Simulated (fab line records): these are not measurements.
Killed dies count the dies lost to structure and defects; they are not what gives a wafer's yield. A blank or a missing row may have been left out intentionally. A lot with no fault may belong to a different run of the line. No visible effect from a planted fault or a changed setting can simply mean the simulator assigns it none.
fab line records | flow sky130
record: lots: 6 wafers: 18 lastDay: 50
route steps=708 shown METAL2@490 PAD_OPEN@708
lots untouched by any fault: they come from a run of this same line in which no faults occurred
startH: start of the lot's first displayed wafer, in hours after the record's first day | waitH: hours since the lot's step before | " the same as in the row above | L1.1+2: a single row standing in for several wafers | - value missing, or start not given | * or withheld: withheld | < > ~ a bound
route shown NAME@n: NAME is a module with steps in the file, n the number in the route of the first one | usual: the fault-free wafers' mean and standard deviation | same: alike in all rows | chamber/n: place in a boat | sites: each site's reading | _std_site: standard deviation of those values | _edge_site: inner sites' mean taken away from outer sites' mean | radiusMm: for every site, how far away it sits from the centre of the wafer | mask NAME#n: copy n | behind: the most recent tool/chamber to have shaped the wafer | hold: the reason the lot was held/the length of the hold in hours/how it ended | device: the n, p or np transistor that did not switch | end of line: tests of these same wafers at the route's end | where a step has no rows: the recipe by itself | killed: not the wafer's yield, but the dies lost to structure and defects at the first sort | map: the dies of a wafer, with x for killed, . for not killed, _ for no die there
set.NAME: the setting that was run; set.NAME@STEP: the one run at that earlier step | model.NAME: the simulator's own value behind a step, which no gauge read
lots at some steps of the route; a table a step, a row a wafer
services: a tool's chamber out of use, with start hour (startH, from the record's first day; less than 0 if before it), hours out, and reason
== steps ==
step: SKY_METAL2_DEHYDRATE_07
recipe: tempC: 200 timeS: 60
step: SKY_METAL2_HMDS_08
recipe: primeTimeS: 60 primeTempC: 120
step: SKY_METAL2_COAT_09
recipe: resist: BARC tempC: withheld timeS: withheld spinRpm: 3000 resistThkNm: 60
step: SKY_METAL2_COAT_10
recipe: resist: KrF-thick spinRpm: 3000 resistThkNm: 450
step: SKY_METAL2_SOFTBAKE_11
recipe: tempC: 100 timeS: 90 resist: KrF-thick
step: SKY_METAL2_EXPOSE_12
recipe: maskId: MM2 na: 0.8 sourceShape: annular sigmaInner: 0.55 sigmaOuter: 0.85 targetCdNm: 140 doseMj: 28
step: SKY_METAL2_PEB_13
recipe: pebTempC: withheld pebTimeS: withheld resist: KrF-thick
step: SKY_METAL2_DEVELOP_14
recipe: developTimeS: 60 resist: KrF-thick devTempC: 21
step: SKY_METAL2_CD_MEAS_15
recipe: targetCdNm: 140
usual: cdNm: 140.3/1.4
columns lot.wafer tool chamber startH waitH cdNm
L201.1 cdSem-02 - 828.85 - 139.7
L201.4 " - " " 141.0
L201.5 " - " " 141.1
L202.2 cdSem-02 - 839.47 - 141.7
L202.4 " - " " 141.1
L202.5 " - " " 139.8
L204.1 cdSem-02 - 864.01 - 140.6
L204.4 " - " " 141.8
L204.5 " - " " 141.6
L206.2 cdSem-02 - 874.84 - 141.7
L206.5 " - " " 141.1
L206.6 " - " " 141.8
L214.1 cdSem-02 - 937.32 - 138.3
L214.3 " - " " 136.2
L214.6 " - " " 136.6
L224.2 cdSem-02 - 995.69 - 142.1
L224.3 " - " " 141.7
L224.6 " - " " 143.5
step: SKY_METAL2_OVL_MEAS_16
usual: METAL2_OVL: 1/5.2
columns lot.wafer tool chamber startH waitH METAL2_OVL[nm]
L201.1 overlay-02 - 828.97 0.1 4
L201.4 " - " " 7
L201.5 " - " " 8
L202.2 overlay-01 - 839.58 0.1 -4
L202.4 " - " " -12
L202.5 " - " " -5
L204.1 overlay-02 - 864.13 0.1 12
L204.4 " - " " 2
L204.5 " - " " 6
L206.2 overlay-02 - 874.95 0.1 -2
L206.5 " - " " 1
L206.6 " - " " -6
L214.1 overlay-01 - 937.44 0.1 6
L214.3 " - " " 5
L214.6 " - " " 4
L224.2 overlay-02 - 995.80 0.1 2
L224.3 " - " " -2
L224.6 " - " " -3
step: SKY_METAL2_DESCUM_17
recipe: chemistry: O2 sourcePowerW: 150 biasPowerW: 0 pressureMtorr: 10 tempC: 40 timeS: 8
usual: drypumpMotorCurrentA: 6.01/0.23 oesProductAu: 0.992/0.017
columns lot.wafer tool chamber startH waitH drypumpMotorCurrentA oesProductAu rfHoursCounterH
L201.1 rieMetal-01 1 829.01 0.0 6.42 1.017 2
L201.4 " 1 " " 6.48 1.018 -
L201.5 " 1 " " 6.42 1.012 -
L202.2 rieMetal-02 0 839.61 0.0 6.08 0.999 2
L202.4 " 1 " " 5.73 0.985 -
L202.5 " 0 " " 6.10 0.996 -
L204.1 rieMetal-02 0 864.17 0.0 6.07 0.998 3
L204.4 " 0 " " 6.09 0.976 -
L204.5 " 1 " " 5.72 0.978 -
L206.2 rieMetal-02 1 874.98 0.0 5.72 0.966 17
L206.5 " 0 " " 6.05 0.979 -
L206.6 " 1 " " 5.73 0.975 -
L214.1 rieMetal-03 1 937.48 0.0 5.70 1.015 19
L214.3 " 1 " " 5.71 1.012 -
L214.6 " 1 " " 5.73 1.010 -
L224.2 rieMetal-03 0 995.83 0.0 5.99 0.976 6
L224.3 " 0 " " 6.01 0.981 -
L224.6 " 0 " " 6.02 0.969 -
step: SKY_METAL2_ETCH_18
recipe: chemistry: N2/H2 target: BARC ionEnergyEv: 200 biasW: 100 pressureMtorr: 30 n2FlowSccm: 100 h2FlowSccm: 200 icpW: 500 stopOn: SiO2 timeS: 45.9 targetDepthA: 600
usual: biasW: 100.1/0.32 drypumpMotorCurrentA: 6.02/0.22 h2FlowSccm: 200.0/0.58 oesProductAu: 0.855/0.0045 runLengthS: 74.5/0.84 throttleValvePct: 13.225/0.009
columns lot.wafer tool chamber startH waitH biasW drypumpMotorCurrentA h2FlowSccm oesProductAu rfHoursCounterH runLengthS throttleValvePct
L201.1 rieMetal-01 1 829.04 0.0 99.8 6.35 200.1 0.852 2 74.0 13.217
L201.4 " 1 " " 99.1 6.37 199.2 0.859 - 73.9 13.216
L201.5 " 1 " " 99.9 6.30 200.0 0.856 - 74.0 13.225
L202.2 rieMetal-02 0 839.64 0.0 100.2 6.06 200.5 0.851 2 73.9 13.214
L202.4 " 1 " " 100.2 5.74 200.4 0.853 - 74.0 13.219
L202.5 " 0 " " 100.1 6.08 200.4 0.858 - 74.0 13.231
L204.1 rieMetal-02 0 864.20 0.0 99.8 6.08 199.1 0.859 3 74.0 13.227
L204.4 " 0 " " 100.0 6.04 199.9 0.857 - 73.9 13.252
L204.5 " 1 " " 100.4 5.75 200.2 0.861 - 74.1 13.229
L206.2 rieMetal-02 1 875.01 0.0 99.8 5.74 199.1 0.858 17 74.1 13.232
L206.5 " 0 " " 100.3 6.08 200.2 0.850 - 74.2 13.222
L206.6 " 1 " " 99.6 5.75 200.5 0.853 - 74.7 13.236
L214.1 rieMetal-03 1 937.51 0.0 100.2 5.71 199.4 0.860 19 74.0 13.219
L214.3 " 1 " " 99.5 5.71 200.1 0.855 - 74.3 13.232
L214.6 " 1 " " 99.9 5.71 200.0 0.860 - 74.0 13.222
L224.2 rieMetal-03 0 995.86 0.0 100.1 6.02 199.8 0.850 6 74.6 13.229
L224.3 " 0 " " 99.8 6.01 200.9 0.861 - 74.8 13.213
L224.6 " 0 " " 99.9 6.00 200.6 0.849 - 74.6 13.224
step: SKY_METAL2_METAL_ETCH_19
recipe: targetDepthA: 3600 stopOn: SiO2 overEtchFrac: 0.3 timeS: 78 chemistry: Cl2/BCl3 resistSidewallDeg: 88 pressureMtorr: 10 icpW: 900 biasW: 48.5 Cl2_flow_sccm: 60 bcl3FlowSccm: 30
usual: biasW: 48.51/0.14 drypumpMotorCurrentA: 6.01/0.23 oesProductAu: 0.852/0.0069 runLengthS: 106.7/0.87 throttleValvePct: 22.265/0.009
columns lot.wafer tool chamber startH waitH biasW drypumpMotorCurrentA oesProductAu rfHoursCounterH runLengthS throttleValvePct model.KrF-thick_of_METAL2_COAT_10.thkNm
L201.1 rieMetal-01 1 829.10 0.0 48.66 6.39 0.849 2 106.0 22.284 155.5
L201.4 " 1 " " 48.58 6.46 0.851 - 106.0 22.267 154.7
L201.5 " 1 " " 48.66 6.36 0.849 - 106.4 22.264 153.5
L202.2 rieMetal-02 0 839.70 0.0 48.31 6.06 0.859 2 105.9 22.262 159.1
L202.4 " 1 " " 48.53 5.73 0.857 - 106.5 22.248 167.5
L202.5 " 0 " " 48.64 6.09 0.859 - 106.0 22.249 160.9
L204.1 rieMetal-02 0 864.26 0.0 - 6.09 0.985 3 94.6 22.256 196.4
L204.4 " 0 " " - 6.10 0.992 - 94.3 22.278 195
L204.5 " 1 " " - 5.72 0.968 - 94.9 22.286 202.2
L206.2 rieMetal-02 1 875.07 0.0 - 5.74 0.973 17 94.8 22.248 203.5
L206.5 " 0 " " - 6.09 0.988 - 94.6 22.263 200.1
L206.6 " 1 " " - 5.73 0.980 - 94.5 22.273 200.5
L214.1 rieMetal-03 1 937.57 0.0 48.45 5.70 0.855 19 106.7 22.266 150.2
L214.3 " 1 " " 48.42 5.70 0.857 - 106.1 22.257 148.2
L214.6 " 1 " " 48.53 5.69 0.853 - 106.3 22.274 151.8
L224.2 rieMetal-03 0 995.92 0.0 48.55 6.03 0.848 6 106.8 22.266 168.1
L224.3 " 0 " " 48.59 6.03 0.853 - 106.6 22.278 164.8
L224.6 " 0 " " 48.51 6.01 0.852 - 106.9 22.279 164.3
step: SKY_METAL2_STRIP_20
recipe: chemistry: O2/N2 powerW: 1400 pressureMtorr: 1500 platenTempC: withheld o2FlowSccm: 3000 n2FlowSccm: 300 overashFraction: 0.5
usual: drypumpMotorCurrentA: 5.8/0.37 oesProductAu: 0.345/0.0055 stripTimeToEndpointS: 2.74/0.084
columns lot.wafer tool chamber startH waitH drypumpMotorCurrentA oesProductAu rfHoursCounterH stripTimeToEndpointS
L201.1 plasmaAsher-01 1 829.19 0.1 5.5 0.343 68 2.69
L201.4 " 0 " " 6.0 0.347 - 2.65
L201.5 " 0 " " 6.0 0.339 - 2.64
L202.2 plasmaAsher-03 0 839.79 0.1 6.1 0.343 41 2.70
L202.4 " 1 " " 5.9 0.353 - 2.79
L202.5 " 1 " " 5.9 0.339 - 2.70
L204.1 plasmaAsher-02 0 864.35 0.1 5.1 0.363 11 3.12
L204.4 " 1 " " 6.2 0.356 - 3.10
L204.5 " 0 " " 5.1 0.360 - 3.16
L206.2 plasmaAsher-02 0 875.16 0.1 5.1 0.365 12 3.18
L206.5 " 1 " " 6.2 0.366 - 3.16
L206.6 " 0 " " 5.1 0.364 - 3.14
L214.1 plasmaAsher-03 1 937.66 0.1 5.8 0.347 50 2.58
L214.3 " 1 " " 5.8 0.343 - 2.59
L214.6 " 0 " " 6.1 0.335 - 2.60
L224.2 plasmaAsher-03 1 996.01 0.1 5.9 0.341 56 2.81
L224.3 " 0 " " 6.0 0.347 - 2.77
L224.6 " 0 " " 6.1 0.344 - 2.75
step: SKY_METAL2_STRIP_21
recipe: chemistry: postEtchResidueRemover timeS: 1200 tempC: 72.5
step: SKY_PAD_OPEN_PROBE_99
usual: defectLimitedYield: 82.0/1.9 killed_at_M0_to_M3: 46/6.7 killed_at_M4_up: 3.3/2 killedAtContacts: 24/5.4 killedAtFrontEnd: 15/4.3 killedAtOther: 0.4/0.64 killedDies: 89/9.1 killedOpen: 48/7.2 killedShort: 40/6.3 sort_bin_3_pad_short: 0.9/0.42 sort_bin_5_function: 10.8/1.5 sort_bin_6_memory: 6.4/1.1 sortNPass: 403/9.1 sortYieldPct: 82.0/1.9
same: grossDies: 492 killedAtBackSide: 0 sort_bin_4_leakage[%]: 0 sort_bin_8_speed[%]: 0
columns lot.wafer tool chamber startH waitH defectLimitedYield[%] killed_at_M0_to_M3 killed_at_M4_up killedAtContacts killedAtFrontEnd killedAtOther killedDies killedOpen killedShort sort_bin_3_pad_short[%] sort_bin_5_function[%] sort_bin_6_memory[%] sortNPass sortYieldPct[%]
L204.1 prober-02 - 1112.14 0.1 80.9 46 6 27 15 0 94 48 46 0.6 11.6 6.9 398 80.9
L204.4 prober-02 - 1112.29 0.2 80.5 50 4 25 17 0 96 52 44 1.6 9.8 8.1 396 80.5
L204.5 prober-02 - 1112.34 0.2 79.1 47 4 23 28 1 103 46 53 1.0 12.0 7.9 389 79.1
L206.2 prober-01 - 1123.69 0.1 83.7 42 3 17 18 0 80 40 39 0.4 10.6 5.3 412 83.7
L206.5 prober-01 - 1123.84 0.2 80.7 46 1 32 14 2 95 51 44 0.8 11.4 7.1 397 80.7
L206.6 prober-01 - 1123.89 0.2 80.3 48 4 31 14 0 97 58 39 0 13.4 6.3 395 80.3
L214.1 prober-01 - 1167.22 0.1 85.8 36 1 20 13 0 70 41 29 0.8 7.9 5.5 422 85.8
L214.3 prober-01 - 1167.32 0.2 82.5 49 3 10 24 0 86 42 43 0.8 10.8 5.9 406 82.5
L214.6 prober-01 - 1167.47 0.2 82.1 44 5 24 15 0 88 43 45 0.8 10.4 6.7 404 82.1
L224.2 prober-02 - 1209.49 0.1 83.7 43 0 23 14 0 80 49 31 1.2 10.4 4.7 412 83.7
L224.3 prober-02 - 1209.54 0.2 83.1 43 4 20 16 0 83 39 43 1.2 8.3 7.3 409 83.1
L224.6 prober-02 - 1209.69 0.2 80.9 49 5 26 13 1 94 48 46 1.4 11.2 6.5 398 80.9
killed by level:class
L204.1 CONTACT:geometricParticle:open=14 VIA1:geometricParticle:open=9 METAL1:geometricParticle:short=7 METAL2:geometricParticle:short=7 VIA3:geometricParticle:short=6 VIA2:geometricParticle:open=6 FIELD_ISO:geometricParticle:open=5 CONTACT:geometricParticle:short=5
L204.4 CONTACT:geometricParticle:open=12 VIA1:geometricParticle:open=10 VIA2:geometricParticle:open=9 METAL2:geometricParticle:short=8 FIELD_ISO:geometricParticle:short=5 CONTACT:geometricParticle:short=5 METAL1:geometricParticle:short=5 VIA3:geometricParticle:open=5
L204.5 METAL1:geometricParticle:short=11 FIELD_ISO:geometricParticle:open=8 CONTACT:geometricParticle:open=8 FIELD_ISO:geometricParticle:short=6 CONTACT:geometricParticle:short=6 VIA1:geometricParticle:open=6 VIA2:geometricParticle:open=6 VIA3:geometricParticle:short=5
L206.2 LI_CONTACT:geometricParticle:open=6 METAL1:geometricParticle:short=6 VIA1:geometricParticle:open=6 POLY_GATE:geometricParticle:open=5 VIA3:geometricParticle:short=5 VIA3:geometricParticle:open=5 POLY_GATE:geometricParticle:short=4 LI_CONTACT:geometricParticle:short=4
L206.5 VIA1:geometricParticle:open=10 CONTACT:geometricParticle:open=10 LI_CONTACT:geometricParticle:open=9 METAL1:geometricParticle:short=8 VIA1:geometricParticle:short=6 METAL2:geometricParticle:short=6 CONTACT:geometricParticle:short=5 POLY_GATE:geometricParticle:open=4
L206.6 CONTACT:geometricParticle:open=11 VIA1:geometricParticle:open=11 LI_CONTACT:geometricParticle:open=8 VIA2:geometricParticle:open=8 VIA3:geometricParticle:open=7 METAL2:geometricParticle:short=6 FIELD_ISO:geometricParticle:short=5 CONTACT:geometricParticle:short=5
L214.1 CONTACT:geometricParticle:open=10 VIA1:geometricParticle:open=9 VIA2:geometricParticle:open=6 VIA1:geometricParticle:short=4 LI_CONTACT:geometricParticle:open=4 LOCAL_INTERCONNECT:geometricParticle:short=4 FIELD_ISO:geometricParticle:short=3 FIELD_ISO:geometricParticle:open=3
L214.3 VIA1:geometricParticle:short=8 VIA2:geometricParticle:open=8 VIA1:geometricParticle:open=7 METAL2:geometricParticle:short=7 SPACER:geometricParticle:open=6 METAL1:geometricParticle:short=6 POLY_GATE:geometricParticle:short=4 POLY_GATE:geometricParticle:open=4
L214.6 CONTACT:geometricParticle:open=13 METAL3:geometricParticle:short=8 VIA2:geometricParticle:open=7 VIA1:geometricParticle:short=6 POLY_GATE:geometricParticle:short=5 VIA1:geometricParticle:open=5 METAL2:geometricParticle:short=4 CONTACT:geometricParticle:short=4
L224.2 VIA1:geometricParticle:open=11 CONTACT:geometricParticle:open=8 VIA1:geometricParticle:short=7 VIA2:geometricParticle:open=6 LI_CONTACT:geometricParticle:open=5 LOCAL_INTERCONNECT:geometricParticle:short=5 VIA3:geometricParticle:open=5 FIELD_ISO:geometricParticle:open=4
L224.3 CONTACT:geometricParticle:open=10 METAL1:geometricParticle:short=10 VIA1:geometricParticle:open=10 FIELD_ISO:geometricParticle:short=7 VIA2:geometricParticle:open=6 POLY_GATE:geometricParticle:short=5 VIA1:geometricParticle:short=5 CONTACT:geometricParticle:short=4
L224.6 CONTACT:geometricParticle:open=12 VIA1:geometricParticle:open=9 METAL1:geometricParticle:short=8 LI_CONTACT:geometricParticle:open=6 VIA3:geometricParticle:open=6 VIA1:geometricParticle:short=6 METAL2:geometricParticle:short=5 FIELD_ISO:geometricParticle:open=4
== services ==
columns tool chamber startH hours kind
rieMetal-02 0 826.93 2.3 repair
plasmaAsher-03 - 869.06 0.9 repair
rieMetal-03 0 885.76 - clean
rieMetal-03 0 885.76 22.9 scheduledDown
rieMetal-03 0 885.76 22.9 ventCycle
plasmaAsher-03 - 900.15 2.8 pm
rieMetal-02 1 901.21 - clean
rieMetal-02 1 901.21 27.0 scheduledDown
rieMetal-02 1 901.21 27.0 ventCycle
plasmaAsher-02 - 913.74 4.6 repair
plasmaAsher-03 - 920.68 1.0 repair
plasmaAsher-01 - 931.62 1.1 repair
rieMetal-03 1 961.53 - clean
rieMetal-03 1 961.53 27.6 scheduledDown
rieMetal-03 1 961.53 27.6 ventCycle
== key ==
firstSign: step: SKY_METAL2_METAL_ETCH_19 reading: oesProductAu direction: up sigmas: 19 usual: 0.852 struck: 0.981
effect: step: SKY_METAL2_METAL_ETCH_19 reading: runLengthS direction: down sigmas: 14 usual: * struck: *
effect: step: SKY_METAL2_STRIP_20 reading: stripTimeToEndpointS direction: up sigmas: 4.8 usual: * struck: *
modelEffect: step: SKY_METAL2_METAL_ETCH_19 value: KrF-thick_of_METAL2_COAT_10.thkNm without: 165.7 struck: 199.6
metAt SKY_METAL2_METAL_ETCH_19
struckWafers L204.1,L204.4,L204.5,L206.2,L206.5,L206.6
onsetBetween 839.70 864.26
fault: kind: processParameterDrift tool: rieMetal-02 chamber: - onsetH: 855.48 steps: SKY_METAL2_METAL_ETCH_19 channel: timeS offset: * shape: step endH: 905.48 actsIn: * stated: *
